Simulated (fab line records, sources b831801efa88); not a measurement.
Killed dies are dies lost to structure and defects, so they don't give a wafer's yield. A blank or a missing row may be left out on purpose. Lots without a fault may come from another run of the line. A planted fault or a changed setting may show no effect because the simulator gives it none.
Which tool is to blame?	flow gf180mcu	13 lots, 37 wafers sampled, at 4 steps of a route of 602

WHAT THE GAUGES READ, wafer by wafer
GF_PSD_RS_MEAS_14: uses a four-point probe to measure.
lot	measured	on	NSD_RS (ohm/sq)
L564	day 14 15:32	film-metro-01	46.58 46.61 46.58
L565	day 15 02:04	film-metro-03	46.58 46.57 46.38
L567	day 15 15:04	film-metro-03	46.58 46.55 46.65
L568	day 15 23:55	film-metro-04	46.49 46.53 46.48
L569	day 16 09:10	film-metro-04	42.79 42.91 42.93
L570	day 17 01:25	film-metro-03	43.02 43.06 43.19
L578	day 19 09:28	film-metro-04	46.49 46.63 46.53
L581	day 20 13:34	film-metro-03	46.59 46.55 46.56
L582	day 20 21:05	film-metro-04	46.50 46.44 46.48
L583	day 21 06:21	film-metro-03	46.67 46.58
L584	day 21 10:05	film-metro-03	46.55 46.61 46.53
L585	day 21 21:49	film-metro-03	46.51 46.60
L586	day 22 04:23	film-metro-04	46.52 46.47 46.50

GF_PSD_RS_MEAS_15: uses a four-point probe to measure.
lot	measured	on	PSD_RS (ohm/sq)
L564	day 14 15:40	film-metro-01	108.50 109.12 108.81
L565	day 15 02:11	film-metro-03	108.31 108.27 108.27
L567	day 15 15:11	film-metro-03	108.69 109.40 108.70
L568	day 16 00:02	film-metro-04	108.66 108.46 108.59
L569	day 16 09:17	film-metro-04	98.22 98.38 98.53
L570	day 17 01:32	film-metro-03	98.46 98.89 98.69
L578	day 19 09:35	film-metro-04	108.97 109.00 108.85
L581	day 20 13:41	film-metro-03	108.58 108.43 108.12
L582	day 20 21:12	film-metro-04	108.32 108.35 108.44
L583	day 21 06:28	film-metro-03	108.71 108.68
L584	day 21 10:13	film-metro-03	108.54 108.80 108.53
L585	day 21 21:56	film-metro-03	108.70 108.96
L586	day 22 04:31	film-metro-04	108.01 108.18 108.20

GF_M3_THK_MEAS_06: measures by xrf.
lot	measured	on	M3_ALCU_THK (nm)
L564	day 20 17:32	film-metro-03	441 438 440
L565	day 21 05:35	film-metro-04	453 446 450
L567	day 21 20:07	film-metro-03	441 444 439
L568	day 22 04:43	film-metro-03	435 439 437
L569	day 22 17:04	film-metro-01	446 447 447
L570	day 23 09:24	film-metro-04	448 446 453
L578	day 25 14:48	film-metro-04	448 444 443
L581	day 26 14:20	film-metro-01	446 442 447
L582	day 26 21:28	film-metro-03	434 431 433
L583	day 27 04:46	film-metro-04	454 448
L584	day 27 08:38	film-metro-04	441 437 444
L585	day 27 18:03	film-metro-04	442 448
L586	day 28 00:22	film-metro-01	434 438 440

EACH LOT AND THE TOOL THAT RAN IT (in order: tool; ch and the chambers of the sampled wafers; start)
lot	GF_PSD_RTA_13
L564	rtp-anneal-02 ch 0, day 14 15:28
L565	rtp-anneal-02 ch 0, day 15 01:58
L567	rtp-anneal-01 ch 0, day 15 14:59
L568	rtp-anneal-02 ch 0, day 15 23:50
L569	rtp-anneal-02 ch 0, day 16 09:05
L570	rtp-anneal-02 ch 0, day 17 01:14
L578	rtp-anneal-02 ch 0, day 19 09:23
L581	rtp-anneal-02 ch 0, day 20 13:29
L582	rtp-anneal-01 ch 0, day 20 21:00
L583	rtp-anneal-02 ch 0, day 21 06:16
L584	rtp-anneal-02 ch 0, day 21 10:00
L585	rtp-anneal-01 ch 0, day 21 21:43
L586	rtp-anneal-01 ch 0, day 22 04:18
- GF_PSD_RTA_13: time 20 s.

AS READ BY THE TOOLS THEMSELVES (means over the sampled wafers that have a number; for cases with no such wafer, the mark the record gives instead)
GF_PSD_RTA_13.
lot	tool	lamp-power-pct (%)	wafer_temp_C_max
L564	rtp-anneal-02	31.0	1030.0
L565	rtp-anneal-02	31.0	1030.1
L567	rtp-anneal-01	34.2	1027.8
L568	rtp-anneal-02	31.0	1029.8
L569	rtp-anneal-02	31.0	1030.0
L570	rtp-anneal-02	31.0	1029.1
L578	rtp-anneal-02	31.0	1028.5
L581	rtp-anneal-02	31.0	1029.4
L582	rtp-anneal-01	34.2	1027.2
L583	rtp-anneal-02	31.1	1030.0
L584	rtp-anneal-02	31.0	1029.5
L585	rtp-anneal-01	34.2	1027.9
L586	rtp-anneal-01	34.2	1027.5

THE ANSWER, worked out from the rows above alone
Rule: the lots themselves supply what counts as usual. The widest of any qualifying gaps counts: lots, ordered by their means at a reading, are off when they make up no more than a third of the lots, leave a main group of 4 or more, and stand apart from it by 3 or more times the standard deviation of that group's means. A main group is skipped when, at the precision printed for the reading in the tables above, its means are all equal. A lot without any number at a reading at which 4 lots or more have one is off too. All remaining lots with rows at the step are treated as sound. After the gauges, taken in route order, come the tools' own readings; for these a lot's mean is taken, as printed above. At the first step where some lot is off, the reading lying furthest off is the one used; lots without a number count as furthest.
Off: at GF_PSD_RS_MEAS_14 (NSD_RS), L569, L570. For the main group the mean is 46.55 ohm/sq and the standard deviation 0.045.
A tool fits if, at a process step before that reading, it ran every lot that is off, and no sound lot after the first of them. The gauges at GF_PSD_RS_MEAS_14 are tried like those tools. No candidate that was tried fits.

WHAT WAS PUT IN BY THE SIMULATOR
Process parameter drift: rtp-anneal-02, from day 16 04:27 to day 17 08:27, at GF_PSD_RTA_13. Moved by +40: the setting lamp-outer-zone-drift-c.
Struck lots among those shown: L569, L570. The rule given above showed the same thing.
